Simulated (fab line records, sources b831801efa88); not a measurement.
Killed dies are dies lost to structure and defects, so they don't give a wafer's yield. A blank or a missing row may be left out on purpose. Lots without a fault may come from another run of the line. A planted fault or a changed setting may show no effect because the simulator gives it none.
One fault seen from 2 desks | flow sky130 | each desk has only its own numbers; what lay behind them comes last

THE TOOL OWNER'S DESK: furnace-02
The tool's own readings at SKY_GATE_OXIDE_OXIDATION_01 (stabilise 600 s, purge 300 s, target thk 10.268 nm): means of the sampled wafers that have a number, for each lot that ran on this tool. A lot is out of limits, marked OUT, if its mean lies more than 4 standard deviations from the usual mean; the brackets give that distance. Of its 9 readings 7 are shown: the one that was out of limits first, and those that lie furthest out on some lot.
Columns: A = spike_tc_bottom_C at SKY_GATE_OXIDE_OXIDATION_01, usual 919.3 C; B = spike_tc_centre_C at SKY_GATE_OXIDE_OXIDATION_01, usual 900.3 C; C = spike_tc_lower_C at SKY_GATE_OXIDE_OXIDATION_01, usual 901.0 C; D = spike_tc_top_C at SKY_GATE_OXIDE_OXIDATION_01, usual 910.7 C; E = spike_tc_upper_C at SKY_GATE_OXIDE_OXIDATION_01, usual 900.1 C; F = tube_center_temp_C at SKY_GATE_OXIDE_OXIDATION_01, usual 900 C; G = tube_center_temp_C_max at SKY_GATE_OXIDE_OXIDATION_01, usual 902.3
lot  | first seen here | A               | B               | C               | D               | E               | F                     | G
L620 | day 13 16:56    | 897.9 (-19) OUT | 878.0 (-22) OUT | 877.9 (-12) OUT | 888.6 (-22) OUT | 878.2 (-20) OUT | 878 (-99 or more) OUT | 880.1 (-54) OUT
L621 | day 13 16:56    | 896.9 (-20) OUT | 877.7 (-23) OUT | 877.7 (-12) OUT | 888.0 (-23) OUT | 879.0 (-19) OUT | 878 (-99 or more) OUT | 879.9 (-55) OUT
L631 | day 17 18:16    | 919.7           | 899.9           | 899.9           | 911.1           | 900.1           | 900                   | 902.3
L632 | day 18 02:19    | 919.5           | 900.4           | 899.4           | 910.0           | 900.1           | 900                   | 902.5
L633 | day 18 04:59    | 919.5           | 900.4           | 899.9           | 909.8           | 899.7           | 900                   | 902.3
L635 | day 18 14:29    | 918.8           | 900.4           | 899.4           | 910.4           | 900.0           | 900                   | 902.3
L638 | day 19 20:49    | 920.0           | 901.9           | 899.5           | 909.9           | 900.5           | 900                   | 903.0
L640 | day 20 12:19    | 920.1           | 900.6           | 900.3           | 909.8           | 900.5           | 900                   | 902.3
This desk's finding: out of limits on L620, L621; first on L620, day 13 16:56 (spike_tc_bottom_C at SKY_GATE_OXIDE_OXIDATION_01). In limits: L631, L632, L633, L635, L638, L640.

THE METROLOGY DESK
What the gauges read, lot by lot, whatever tool the lot ran on: means of the sampled wafers that have a number. A lot is out of limits, marked OUT, if its mean lies more than 4 standard deviations from the usual mean; the brackets give that distance.
Columns: A = GATE_OXIDE_OXIDATION_00_THK at SKY_GATE_OXIDE_THK_MEAS_02, usual 10.27 nm; B = cd_nm at SKY_METAL3_CD_MEAS_13, usual 300.0 nm
lot  | first seen here | A              | B
L620 | day 13 18:20    | 8.29 (-12) OUT | 298.6
L621 | day 13 18:21    | 7.96 (-14) OUT | 299.9
L629 | day 16 18:03    | 10.19          | 300.4
L630 | day 17 01:17    | 10.43          | 300.4
L631 | day 17 19:41    | 10.48          | 301.8
L632 | day 18 03:45    | 10.22          | 299.0
L633 | day 18 06:25    | 10.12          | 298.0
L635 | day 18 15:54    | 10.01          | 297.8
L638 | day 19 22:15    | 10.03          | 299.6
L639 | day 20 08:33    | 10.25          | 300.2
L640 | day 20 13:44    | 10.31          | 299.8
This desk's finding: out of limits on L620, L621; first on L620, day 13 18:20 (GATE_OXIDE_OXIDATION_00_THK at SKY_GATE_OXIDE_THK_MEAS_02). In limits: L629, L630, L631, L632, L633, L635, L638, L639, L640.

PUT TOGETHER
The tool owner's desk could have raised an alarm at day 13 16:56, on L620, L621.
The metrology desk could have raised an alarm at day 13 18:20, on L620, L621.
Of the lots named, all ran SKY_GATE_OXIDE_OXIDATION_01 on furnace-02.

WHAT THE SIMULATOR HAD PUT IN
Process parameter drift: furnace-02, from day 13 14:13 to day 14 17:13, at SKY_GATE_OXIDE_OXIDATION_01. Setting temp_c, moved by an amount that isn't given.
Lots struck among those shown: L620, L621.
Hours from the fault's start to each desk's first reading out of limits: the tool owner's desk, 3; the metrology desk, 4.
